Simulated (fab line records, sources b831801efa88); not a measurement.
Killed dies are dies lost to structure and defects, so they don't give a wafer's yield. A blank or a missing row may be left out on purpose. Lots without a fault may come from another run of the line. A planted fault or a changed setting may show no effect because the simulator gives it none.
fab line records | flow gf180mcu
record lots=14 wafers=42 last_day=34
route steps=602 shown V1@351 M2@362
lots that met no fault: from a run of the same line without faults
start_h: hours from the record's first day to the start of the lot's first wafer shown | wait_h: hours since the lot's step before | " the same as in the row above | L1.1+2: a row that stands for several wafers | - no value, or no start given | * or withheld: withheld | < > ~ a bound
route shown NAME@n: a module of which the file shows steps, and the number in the route of the first | usual: mean/standard deviation of fault-free wafers | same: alike in all rows | chamber/n: place in a boat | sites: the reading at each site | _std_site: their standard deviation | _edge_site: outer sites' mean less inner sites' | radius_mm: how far each site lies from the wafer's centre | mask NAME#n: copy n | behind: the tool/chamber that last shaped the wafer | hold: why the lot was held/for how many hours/how that ended | device: the transistor (n, p or np) that didn't switch | end of line: the same wafers' tests at the end of the route | a step without rows: its recipe alone | killed: dies lost to structure and defects at the first sort, not the wafer's yield | map: a wafer's dies, x killed, . not, _ none there
set.NAME: the setting as run; set.NAME@STEP: as run at that earlier step | model.NAME: the simulator's own value behind a step, which no gauge read
steps of the route over a sample of lots; a table a step, a row a wafer
services: from which hour (start_h, from the record's first day; less than 0 if before it) a tool's chamber was out of use, for how many hours, and why
## steps
# step GF_V1_ETCH_16
# recipe chemistry=N2/H2 target_depth_a=withheld overetch_a=withheld time_s=withheld target=BARC ion_energy_ev=200 source_w=500 bias_w=100 pressure_mtorr=30 n2_flow_sccm=100 h2_flow_sccm=200
# usual bias_w=100.04/0.29 chamber_pressure_mTorr=30.001/0.026 drypump_motor_current_A=5.6/0.49 oes_product_au=0.855/0.0046 throttle_valve_pct=13.225/0.0088
# columns lot.wafer tool chamber start_h wait_h bias_w chamber_pressure_mTorr drypump_motor_current_A oes_product_au throttle_valve_pct
L675.2 rie_diel-04 3 414.78 0.0 100.50 30.011 5.3 0.856 13.223
L675.3 " 2 " " 99.89 29.969 5.8 0.852 13.218
L675.4 " 1 " " 99.62 30.041 6.1 0.851 13.216
L676.3 rie_diel-02 3 423.43 0.0 100.23 30.005 5.4 0.859 13.222
L676.5 " 0 " " 99.92 30.003 6.3 0.862 13.223
L676.6 " 1 " " 100.12 30.006 5.8 0.858 13.201
L677.2 rie_diel-04 1 433.23 0.0 99.51 29.974 6.1 0.854 13.216
L677.4 " 0 " " 99.94 30.003 5.2 0.853 13.225
L677.5 " 0 " " 99.92 30.003 5.2 0.852 13.226
L678.2 rie_diel-01 0 439.45 0.0 99.79 29.938 5.3 0.854 13.239
L678.3 " 2 " " 99.94 30.064 5.8 0.859 13.232
L678.6 " 2 " " 99.58 29.978 5.8 0.853 13.214
L679.3 rie_diel-02 3 453.68 0.0 99.83 30.030 5.4 0.856 13.209
L679.4 " 1 " " 99.75 30.059 5.8 0.853 13.207
L679.6 " 1 " " 99.97 30.020 5.8 0.851 13.237
L685.2 rie_diel-04 1 505.64 0.0 - - - - -
L685.5 " 2 " " - - - - -
L685.6 " 1 " " - - - - -
L686.1 rie_diel-04 1 519.33 0.0 - - - - -
L686.2 " 2 " " - - - - -
L686.6 " 1 " " - - - - -
L688.1 rie_diel-01 2 532.04 0.0 99.71 29.986 5.8 0.849 13.224
L688.4 " 3 " " 99.79 29.989 6.1 0.847 13.226
L688.5 " 3 " " 99.69 30.016 6.1 0.850 13.236
L690.1 rie_diel-02 2 544.87 0.0 100.32 30.030 6.4 0.859 13.213
L690.3 " 0 " " 99.94 29.951 6.3 0.854 13.225
L690.4 " 1 " " 100.29 30.025 5.8 0.856 13.224
L691.1 rie_diel-01 2 556.53 0.0 100.03 30.004 5.8 0.856 13.222
L691.3 " 0 " " 99.37 30.010 5.3 0.853 13.230
L691.6 " 0 " " 100.00 29.992 5.3 0.853 13.245
L693.1 rie_diel-04 3 573.09 0.0 99.99 30.007 5.3 0.861 13.223
L693.4 " 2 " " 100.60 29.978 5.7 0.850 13.234
L693.5 " 1 " " 100.69 30.024 6.1 0.859 13.220
L695.1 rie_diel-01 1 584.31 0.0 100.51 29.986 4.7 0.858 13.233
L695.3 " 2 " " 99.96 30.017 5.8 0.863 13.215
L695.5 " 2 " " 99.89 30.009 5.7 0.856 13.224
L697.1 rie_diel-04 0 595.06 0.0 100.10 30.019 5.2 0.851 13.218
L697.3 " 3 " " 100.46 30.035 5.3 0.849 13.219
L697.6 " 2 " " 99.95 29.956 5.8 0.855 13.219
L698.1 rie_diel-04 0 605.04 0.0 100.09 30.054 5.2 0.849 13.240
L698.2 " 3 " " 99.96 29.970 5.3 0.854 13.239
L698.4 " 2 " " 100.19 30.004 5.8 0.854 13.227
# step GF_V1_ETCH_17
# recipe chemistry=C4F8/O2/Ar mask_material=KrF target=SiO2 stop_on=TiN source_w=1500 bias_w=1200 pressure_mtorr=40 c4f8_flow_sccm=withheld O2_flow_sccm=6 Ar_flow_sccm=300 time_s=withheld target_depth_a=6300
# usual bias_w=1200/3.8 chamber_pressure_mTorr=40.00/0.04 oes_product_au=0.856/0.0044
# columns lot.wafer tool chamber start_h wait_h bias_w chamber_pressure_mTorr oes_product_au
L675.2 rie_diel-04 3 - - 1201 39.97 0.850
L675.3 " 2 " " 1202 40.05 0.862
L675.4 " 1 " " 1204 40.01 0.860
L676.3 rie_diel-02 3 - - 1197 39.96 0.857
L676.5 " 0 " " 1198 40.00 0.851
L676.6 " 1 " " 1195 40.04 0.863
L677.2 rie_diel-04 1 - - 1206 39.96 0.856
L677.4 " 0 " " 1200 40.02 0.854
L677.5 " 0 " " 1201 40.02 0.864
L678.2 rie_diel-01 0 - - 1208 40.04 0.858
L678.3 " 2 " " 1197 39.95 0.855
L678.6 " 2 " " 1198 40.03 0.858
L679.3 rie_diel-02 3 - - 1196 39.94 0.853
L679.4 " 1 " " 1202 39.95 0.857
L679.6 " 1 " " 1198 40.01 0.861
L685.2 rie_diel-04 1 - - 1208 40.00 0.375
L685.5 " 2 " " 1207 39.96 0.377
L685.6 " 1 " " 1209 39.99 0.374
L686.1 rie_diel-04 1 - - 1196 40.06 0.376
L686.2 " 2 " " 1203 39.98 0.373
L686.6 " 1 " " 1196 40.05 0.378
L688.1 rie_diel-01 2 - - 1198 39.95 0.861
L688.4 " 3 " " 1205 40.04 0.861
L688.5 " 3 " " 1198 39.95 0.858
L690.1 rie_diel-02 2 - - 1205 40.04 0.854
L690.3 " 0 " " 1203 40.01 0.858
L690.4 " 1 " " 1200 40.05 0.857
L691.1 rie_diel-01 2 - - 1201 39.95 0.860
L691.3 " 0 " " 1206 39.96 0.847
L691.6 " 0 " " 1202 39.94 0.855
L693.1 rie_diel-04 3 - - 1197 39.95 0.854
L693.4 " 2 " " 1202 40.08 0.860
L693.5 " 1 " " 1202 40.04 0.851
L695.1 rie_diel-01 1 - - 1199 39.95 0.866
L695.3 " 2 " " 1197 39.96 0.860
L695.5 " 2 " " 1197 39.96 0.860
L697.1 rie_diel-04 0 - - 1199 39.96 0.863
L697.3 " 3 " " 1203 40.01 0.857
L697.6 " 2 " " 1206 39.99 0.849
L698.1 rie_diel-04 0 - - 1203 39.95 0.852
L698.2 " 3 " " 1194 39.97 0.857
L698.4 " 2 " " 1201 40.04 0.854
# step GF_V1_STRIP_18
# recipe chemistry=O2/N2 power_w=1400 pressure_mtorr=1500 platen_temp_c=250 o2_flow_sccm=3000 n2_flow_sccm=300 overash_fraction=0.5
# usual drypump_motor_current_A=5.6/0.68 heater_power_w=313/21 oes_product_au=0.593/0.0053
# columns lot.wafer tool chamber start_h wait_h drypump_motor_current_A heater_power_w oes_product_au rf_hours_counter_h
L675.2 plasma_asher-02 0 414.91 - 5.1 296 0.600 32
L675.3 " 1 " " 5.3 296 0.590 -
L675.4 " 0 " " 5.0 294 0.596 -
L676.3 plasma_asher-02 0 423.60 - 5.1 289 0.598 -
L676.5 " 0 " " 5.1 286 0.588 -
L676.6 " 1 " " 5.3 302 0.588 -
L677.2 plasma_asher-02 1 433.36 - 5.3 297 0.602 34
L677.4 " 0 " " 5.1 288 0.579 -
L677.5 " 0 " " 5.1 283 0.581 -
L678.2 plasma_asher-03 0 439.57 - 6.8 332 0.580 78
L678.3 " 1 " " 4.9 303 0.591 -
L678.6 " 0 " " 6.8 326 0.593 -
L679.3 plasma_asher-02 1 453.84 - 5.3 294 0.594 -
L679.4 " 0 " " 5.1 292 0.589 -
L679.6 " 0 " " 5.1 284 0.594 -
L685.2 plasma_asher-03 0 505.77 - 6.8 326 0.617 84
L685.5 " 0 " " 6.8 335 0.606 -
L685.6 " 1 " " 5.0 312 0.610 -
L686.1 plasma_asher-03 0 519.46 - 6.8 335 0.615 86
L686.2 " 1 " " 4.9 312 0.617 86
L686.6 " 1 " " 4.9 309 0.612 -
L688.1 plasma_asher-02 0 532.17 - 5.1 288 0.595 46
L688.4 " 1 " " 5.3 299 0.593 -
L688.5 " 1 " " 5.3 301 0.596 -
L690.1 plasma_asher-02 1 545.00 - 5.3 302 0.606 47
L690.3 " 0 " " 5.1 294 0.588 -
L690.4 " 1 " " 5.3 298 0.598 -
L691.1 plasma_asher-03 0 556.66 - 6.8 332 0.590 90
L691.3 " 0 " " 6.8 333 0.594 -
L691.6 " 0 " " 6.8 325 0.592 -
L693.1 plasma_asher-04 1 573.22 - 5.7 308 0.590 17
L693.4 " 1 " " 5.7 308 0.585 -
L693.5 " 1 " " 5.7 310 0.593 -
L695.1 plasma_asher-02 0 584.44 - 5.1 297 0.598 52
L695.3 " 1 " " 5.2 297 0.596 -
L695.5 " 0 " " 5.1 290 0.598 -
L697.1 plasma_asher-03 1 595.19 - 5.0 315 0.596 92
L697.3 " 0 " " 6.8 317 0.594 -
L697.6 " 1 " " 4.9 316 0.585 -
L698.1 plasma_asher-02 0 605.17 - 5.1 288 0.594 54
L698.2 " 1 " " 5.3 297 0.594 54
L698.4 " 0 " " 5.1 293 0.591 -
# step GF_M2_SPUTTER_00
# recipe material=Ti target_thk_nm=37.5 arriving_ion_energy_ev=80 substrate_temp_c=200 chamber_pressure_pa=2 power_w=4000 time_s=150
# usual throttle_valve_pct=30.6/1.2
# columns lot.wafer tool chamber start_h wait_h throttle_valve_pct
L675.2 pvd_sputter-04 - 416.14 0.1 31.1
L675.3 " - " " 27.8
L675.4 " - " " 32.0
L676.3 pvd_sputter-04 - 424.79 0.2 32.3
L676.5 " - " " 32.2
L676.6 " - " " 27.7
L677.2 pvd_sputter-02 - 434.59 0.1 31.0
L677.4 " - " " 31.0
L677.5 " - " " 31.2
L678.2 pvd_sputter-03 - 440.80 0.2 29.9
L678.3 " - " " 30.8
L678.6 " - " " 29.6
L679.3 pvd_sputter-04 - 455.22 0.2 27.8
L679.4 " - " " 32.2
L679.6 " - " " 32.1
L688.1 pvd_sputter-02 - 533.43 0.2 30.7
L688.4 " - " " 32.3
L688.5 " - " " 28.8
L690.1 pvd_sputter-03 - 546.29 0.2 30.0
L690.3 " - " " 31.4
L690.4 " - " " 30.1
L691.1 pvd_sputter-04 - 557.89 0.2 30.2
L691.3 " - " " 27.7
L691.6 " - " " 30.2
L693.1 pvd_sputter-02 - 574.88 0.1 30.7
L693.4 " - " " 31.2
L693.5 " - " " 29.2
L695.1 pvd_sputter-03 - 585.67 0.2 30.7
L695.3 " - " " 30.0
L695.5 " - " " 30.3
L697.1 pvd_sputter-02 - 596.42 0.2 30.7
L697.3 " - " " 29.0
L697.6 " - " " 32.3
L698.1 pvd_sputter-03 - 606.49 0.1 31.6
L698.2 " - " " 30.3
L698.4 " - " " 29.9
# step GF_M2_SPUTTER_02
# recipe material=AlCu target_thk_nm=450 power_w=10600 time_s=23.9 chamber_pressure_pa=0.4
# usual throttle_valve_pct=30.6/1.3
# columns lot.wafer tool chamber start_h wait_h throttle_valve_pct
L675.2 pvd_sputter-04 - 416.27 0.0 31.0
L675.3 " - " " 27.7
L675.4 " - " " 32.3
L676.3 pvd_sputter-04 - 424.92 0.0 32.0
L676.5 " - " " 32.2
L676.6 " - " " 27.8
L677.2 pvd_sputter-02 - 434.72 0.0 30.7
L677.4 " - " " 31.3
L677.5 " - " " 31.0
L678.2 pvd_sputter-03 - 440.93 0.0 29.9
L678.3 " - " " 30.6
L678.6 " - " " 29.8
L679.3 pvd_sputter-04 - 455.35 0.0 27.8
L679.4 " - " " 32.4
L679.6 " - " " 32.3
L688.1 pvd_sputter-02 - 533.56 0.0 31.0
L688.4 " - " " 32.3
L688.5 " - " " 28.8
L690.1 pvd_sputter-03 - 546.42 0.0 29.5
L690.3 " - " " 31.5
L690.4 " - " " 30.4
L691.1 pvd_sputter-04 - 558.02 0.0 30.3
L691.3 " - " " 27.7
L691.6 " - " " 30.2
L693.1 pvd_sputter-02 - 575.01 0.0 30.7
L693.4 " - " " 31.1
L693.5 " - " " 29.3
L695.1 pvd_sputter-03 - 585.80 0.0 30.6
L695.3 " - " " 30.1
L695.5 " - " " 30.1
L697.1 pvd_sputter-02 - 596.55 0.0 31.0
L697.3 " - " " 28.8
L697.6 " - " " 32.1
L698.1 pvd_sputter-03 - 606.62 0.0 31.5
L698.2 " - " " 29.9
L698.4 " - " " 29.6
# step GF_M2_SPUTTER_04
# recipe material=TiN target_thk_nm=50 power_w=6500 time_s=41.7 chamber_pressure_pa=0.4
# usual throttle_valve_pct=30.6/1.2
# columns lot.wafer tool chamber start_h wait_h throttle_valve_pct
L675.2 pvd_sputter-04 - 416.32 0.0 30.9
L675.3 " - " " 27.9
L675.4 " - " " 32.4
L676.3 pvd_sputter-04 - 424.97 0.0 31.9
L676.5 " - " " 32.3
L676.6 " - " " 27.4
L677.2 pvd_sputter-02 - 434.77 0.0 30.8
L677.4 " - " " 31.2
L677.5 " - " " 30.9
L678.2 pvd_sputter-03 - 440.98 0.0 29.6
L678.3 " - " " 30.6
L678.6 " - " " 29.7
L679.3 pvd_sputter-04 - 455.40 0.0 27.8
L679.4 " - " " 32.1
L679.6 " - " " 32.4
L688.1 pvd_sputter-02 - 533.61 0.0 30.8
L688.4 " - " " 32.3
L688.5 " - " " 29.0
L690.1 pvd_sputter-03 - 546.47 0.0 29.8
L690.3 " - " " 31.6
L690.4 " - " " 30.3
L691.1 pvd_sputter-04 - 558.07 0.0 29.9
L691.3 " - " " 27.7
L691.6 " - " " 30.2
L693.1 pvd_sputter-02 - 575.06 0.0 30.8
L693.4 " - " " 30.9
L693.5 " - " " 28.9
L695.1 pvd_sputter-03 - 585.85 0.0 30.5
L695.3 " - " " 30.3
L695.5 " - " " 30.2
L697.1 pvd_sputter-02 - 596.60 0.0 30.8
L697.3 " - " " 28.9
L697.6 " - " " 32.2
L698.1 pvd_sputter-03 - 606.67 0.0 31.4
L698.2 " - " " 30.3
L698.4 " - " " 29.9
## services
# columns tool chamber start_h hours kind
pvd_sputter-03 - 396.68 3.9 repair
rie_diel-01 0 408.20 12.7 repair
plasma_asher-04 - 421.35 9.0 pm
rie_diel-02 - 424.41 15.6 pm
rie_diel-04 0 443.40 3.2 repair
rie_diel-04 0 446.56 - clean
rie_diel-04 0 446.56 20.3 scheduled_down
plasma_asher-03 - 448.38 5.6 repair
pvd_sputter-02 - 459.01 8.3 repair
rie_diel-01 3 462.27 21.6 repair
rie_diel-04 3 464.75 5.1 repair
rie_diel-04 - 478.36 2.8 pm
rie_diel-01 - 482.26 0.2 repair
rie_diel-02 1 493.25 10.6 repair
pvd_sputter-03 - 512.91 1.0 repair
pvd_sputter-02 - 525.37 2.5 repair
pvd_sputter-03 - 526.40 10.5 repair
pvd_sputter-03 - 528.27 0.8 repair
plasma_asher-03 - 559.06 18.1 pm
plasma_asher-04 - 569.61 1.5 repair
rie_diel-04 0 571.28 12.0 repair
plasma_asher-03 - 602.04 1.8 repair
plasma_asher-03 - 603.71 1.0 repair
plasma_asher-03 - 604.69 28.1 pm
## key
first_sign step=GF_V1_ETCH_16 reading=tool_record direction=missing
effect step=GF_V1_ETCH_17 reading=oes_product_au direction=down sigmas=99+ usual=0.856 struck=0.375
effect step=GF_V1_STRIP_18 reading=oes_product_au direction=up sigmas=3.8 usual=0.593 struck=0.613
met_at GF_V1_ETCH_16
struck_lots L685,L686
later_rows_left_out L685.2,L685.5,L685.6,L686.1,L686.2,L686.6
sort_left_out L685.2,L685.5,L685.6,L686.1,L686.2,L686.6
not_acting_at GF_M2_SPUTTER_00,GF_M2_SPUTTER_02,GF_M2_SPUTTER_04
onset_between 433.23 505.64
fault kind=skipped_step_whole tool=rie_diel-04 chamber=- onset_h=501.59 steps=GF_V1_ETCH_16 scope=struck_lots_only
# sort_left_out: the simulated sort isn't trusted on such a fault, so these wafers' sort isn't shown, and their yield isn't known
# later_rows_left_out: the simulator's readings of these wafers behind a module that went badly wrong aren't trusted and aren't shown, but for the sort
